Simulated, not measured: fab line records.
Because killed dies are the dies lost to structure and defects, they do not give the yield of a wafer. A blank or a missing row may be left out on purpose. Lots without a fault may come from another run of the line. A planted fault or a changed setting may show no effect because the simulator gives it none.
Chamber matching | flow sky130 | SKY_METAL4_ETCH_17 on rie diel-02: 4 sister chambers
The step etches SiO2 in C4F8/O2/Ar, stops on TiN, time 3.9 s, target depth 15 nm. 20 wafers are shown with their chamber, then 10 later ones without.

## WAFERS PAIRED WITH THEIR CHAMBERS
wafer  | chamber | oes product au (a.u.)
L074.2 | 2       | 0.752
L074.4 | 3       | 0.748
L074.6 | 1       | 0.753
L076.3 | 1       | 0.760
L076.4 | 0       | 0.757
L076.6 | 1       | 0.757
L081.3 | 0       | 0.744
L081.5 | 2       | 0.740
L081.6 | 1       | 0.750
L087.1 | 0       | 0.743
L087.3 | 3       | 0.751
L087.4 | 1       | 0.749
L089.4 | 0       | 0.762
L089.5 | 1       | 0.756
L089.6 | 2       | 0.756
L090.1 | 3       | 0.739
L090.3 | 1       | 0.749
L090.4 | 0       | 0.751
L092.2 | 0       | 0.747
L092.3 | 2       | 0.754

SIGNATURES (averages over the wafers above)
reading        | chamber 0 | chamber 1 | chamber 2 | chamber 3 | scatter within a chamber
oes product au | 0.75067   | 0.75343   | 0.75050   | 0.74600   | 0.00629
Rule: for a wafer and a chamber, the distance is found by dividing, reading by reading, the gap between the wafer's reading and the chamber's mean by the reading's scatter, squaring, summing and taking the root. If the next closest chamber is less than 2 further off than the closest, the wafer can't be placed; otherwise it belongs to the closest. How the scatter is found: for the shown wafers, subtract from each reading the mean of its chamber, square and add these, divide the total by (wafers less chambers), then take the root.

## WAFERS MISSING THEIR CHAMBER
wafer  | oes product au (a.u.)
L092.5 | 0.754
L091.1 | 0.741
L091.5 | 0.748
L091.6 | 0.750
L096.2 | 0.747
L096.4 | 0.755
L096.5 | 0.750
L097.1 | 0.745
L097.3 | 0.743
L097.4 | 0.753

## CHAMBER TAKEN BY EACH
wafer  | from the rows above               | in truth
L092.5 | can't be placed: 1 or 0 or 2 or 3 | 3
L091.1 | can't be placed: 3 or 2 or 0 or 1 | 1
L091.5 | can't be placed: 3 or 2 or 0 or 1 | 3
L091.6 | can't be placed: 2 or 0 or 1 or 3 | 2
L096.2 | can't be placed: 3 or 2 or 0 or 1 | 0
L096.4 | can't be placed: 1 or 0 or 2 or 3 | 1
L096.5 | can't be placed: 2 or 0 or 1 or 3 | 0
L097.1 | can't be placed: 3 or 2 or 0 or 1 | 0
L097.3 | can't be placed: 3 or 2 or 0 or 1 | 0
L097.4 | can't be placed: 1 or 0 or 2 or 3 | 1
Placed correctly: 0 of 10. Unplaceable from these rows: 10, with the true chamber sitting among the candidates in 10. 0 placed wrongly.
